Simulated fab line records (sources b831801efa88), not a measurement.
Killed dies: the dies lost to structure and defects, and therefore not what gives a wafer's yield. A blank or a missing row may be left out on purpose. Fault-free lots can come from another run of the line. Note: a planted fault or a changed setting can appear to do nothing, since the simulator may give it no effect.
Which tool is to blame? | flow gf180mcu | route of 602 steps, sampled at 1 step: 14 lots, 42 wafers

## WHAT THE GAUGES READ, wafer by wafer
GF_VT_IMPLANT_RS_MEAS_48: a four-point-probe measurement.
lot  | measured     | on            | LVPWELL_RS (ohm/sq)
L132 | day 7 15:46  | film-metro-04 | 1193 1189 1189
L134 | day 8 04:10  | film-metro-03 | 1195 1196 1192
L138 | day 9 03:55  | film-metro-03 | 1200 1195 1197
L139 | day 9 12:13  | film-metro-03 | 1201 1199 1198
L140 | day 9 17:35  | film-metro-01 | 1196 1197 1195
L142 | day 10 09:32 | film-metro-03 | 1194 1198 1197
L143 | day 10 15:08 | film-metro-04 | 1203 1204 1198
L144 | day 10 18:33 | film-metro-04 | 1197 1198 1201
L149 | day 12 08:10 | film-metro-04 | 1195 1196 1195
L151 | day 12 19:19 | film-metro-04 | 1194 1195 1196
L152 | day 13 06:43 | film-metro-03 | 1196 1196 1196
L153 | day 13 12:05 | film-metro-01 | 1195 1195 1193
L154 | day 13 20:19 | film-metro-03 | 1198 1199 1196
L155 | day 13 22:14 | film-metro-03 | 1195 1193 1193

## WHICH TOOL RAN EACH LOT (tool, then ch and the chambers of the sampled wafers, then the start)
Before these readings, the record contains no process step.

## AS READ BY THE TOOLS THEMSELVES (means over the sampled wafers that have a number; for cases with no such wafer, the mark the record gives instead)
The record holds no such reading with a usual standard deviation.

## THE ANSWER, worked out from the rows above alone
Rule: usual is defined by the lots themselves. Put in order of their means at a reading, lots are off if they are a third of the lots or fewer, leave a main group of 4 or more, and stand apart from it by a gap of 3 or more times the standard deviation of the main group's means; of several such gaps the widest counts. Not used: any main group whose means are identical at the precision the tables above print for the reading. Also off: a lot with no number at a reading for which 4 or more lots have one. All remaining lots with rows at the step are treated as sound. After the gauges, taken in route order, come the tools' own readings; for these a lot's mean is taken, as printed above. The first step at which some lot is off is used, and at that step the reading that is off furthest; a lot without a number counts as furthest.
No lot is off on any of the readings shown, so nothing can be concluded from this.

## WHAT HAD BEEN PUT IN BY THE SIMULATOR
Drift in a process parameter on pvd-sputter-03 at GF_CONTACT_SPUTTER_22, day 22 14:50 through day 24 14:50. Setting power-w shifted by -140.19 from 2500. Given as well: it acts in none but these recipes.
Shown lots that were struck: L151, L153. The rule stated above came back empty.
